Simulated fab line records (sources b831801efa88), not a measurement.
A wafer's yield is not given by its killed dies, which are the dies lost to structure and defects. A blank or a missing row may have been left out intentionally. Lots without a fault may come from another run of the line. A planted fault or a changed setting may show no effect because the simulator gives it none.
Chamber matching + flow sky130 + rie diel-03 running SKY_VIA2_ETCH_14: 4 sister chambers
The step etches BARC in N2/H2, stops on SiO2, time 45.9 s, target depth 60 nm. 14 wafers are shown with their chamber, then 7 later ones without.

WAFERS WITH THEIR CHAMBER
| wafer  | chamber | drypump motor current A (A) | rf fwd power W (W) | throttle valve pct (%) |
|--------|---------|-----------------------------|--------------------|------------------------|
| L857.3 | 1       | 5.2                         | 491.6              | 13.217                 |
| L857.4 | 2       | 6.2                         | 498.5              | 13.217                 |
| L857.6 | 3       | 5.8                         | 495.2              | 13.221                 |
| L858.3 | 0       | 6.4                         | 495.4              | 13.224                 |
| L858.4 | 1       | 5.2                         | 492.9              | 13.233                 |
| L858.5 | 2       | 6.2                         | 500.4              | 13.218                 |
| L861.1 | 3       | 5.7                         | 493.8              | 13.230                 |
| L861.3 | 1       | 5.2                         | 493.9              | 13.229                 |
| L861.4 | 0       | 6.4                         | 499.0              | 13.234                 |
| L862.2 | 1       | 5.2                         | 491.4              | 13.234                 |
| L862.4 | 0       | 6.4                         | 497.5              | 13.221                 |
| L862.5 | 2       | 6.3                         | 496.3              | 13.220                 |
| L873.2 | 1       | 5.2                         | 492.7              | 13.221                 |
| L873.3 | 0       | 6.4                         | 495.9              | 13.226                 |

SIGNATURES (means of the wafers above)
| reading                 | chamber 0 | chamber 1 | chamber 2 | chamber 3 | scatter within a chamber |
|-------------------------|-----------|-----------|-----------|-----------|--------------------------|
| drypump motor current A | 6.400     | 5.200     | 6.233     | 5.750     | 0.0342                   |
| rf fwd power W          | 496.950   | 492.500   | 498.400   | 494.500   | 1.47                     |
| throttle valve pct      | 13.22625  | 13.22680  | 13.21833  | 13.22550  | 0.00602                  |
Rule: for a wafer and a chamber, the distance is found by dividing, reading by reading, the gap between the wafer's reading and the chamber's mean by the reading's scatter, squaring, summing and taking the root. If the next closest chamber is less than 2 further off than the closest, the wafer can't be placed; otherwise it belongs to the closest. The scatter: take each reading less its chamber's mean, square it, sum over the shown wafers, divide by the number of wafers less the number of chambers, and take the root.

WAFERS WHOSE CHAMBER IS MISSING
| wafer  | drypump motor current A (A) | rf fwd power W (W) | throttle valve pct (%) |
|--------|-----------------------------|--------------------|------------------------|
| L873.6 | 6.2                         | 498.4              | 13.230                 |
| L874.1 | 6.3                         | 498.1              | 13.228                 |
| L874.5 | 6.2                         | 498.0              | 13.215                 |
| L874.6 | 5.3                         | 492.5              | 13.229                 |
| L877.2 | 5.2                         | 493.4              | 13.236                 |
| L877.4 | 6.2                         | 496.9              | 13.236                 |
| L877.5 | 6.3                         | 498.1              | 13.239                 |

WHICH CHAMBER EACH WENT THROUGH
| wafer  | from the rows above     | in truth |
|--------|-------------------------|----------|
| L873.6 | 2                       | 2        |
| L874.1 | can't be placed: 2 or 0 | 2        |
| L874.5 | 2                       | 2        |
| L874.6 | 1                       | 1        |
| L877.2 | 1                       | 1        |
| L877.4 | 2                       | 2        |
| L877.5 | can't be placed: 0 or 2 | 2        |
Placed correctly: 5 of 7. Can't be placed from these rows: 2 (the true chamber is among the candidates in 2). 0 placed wrongly.
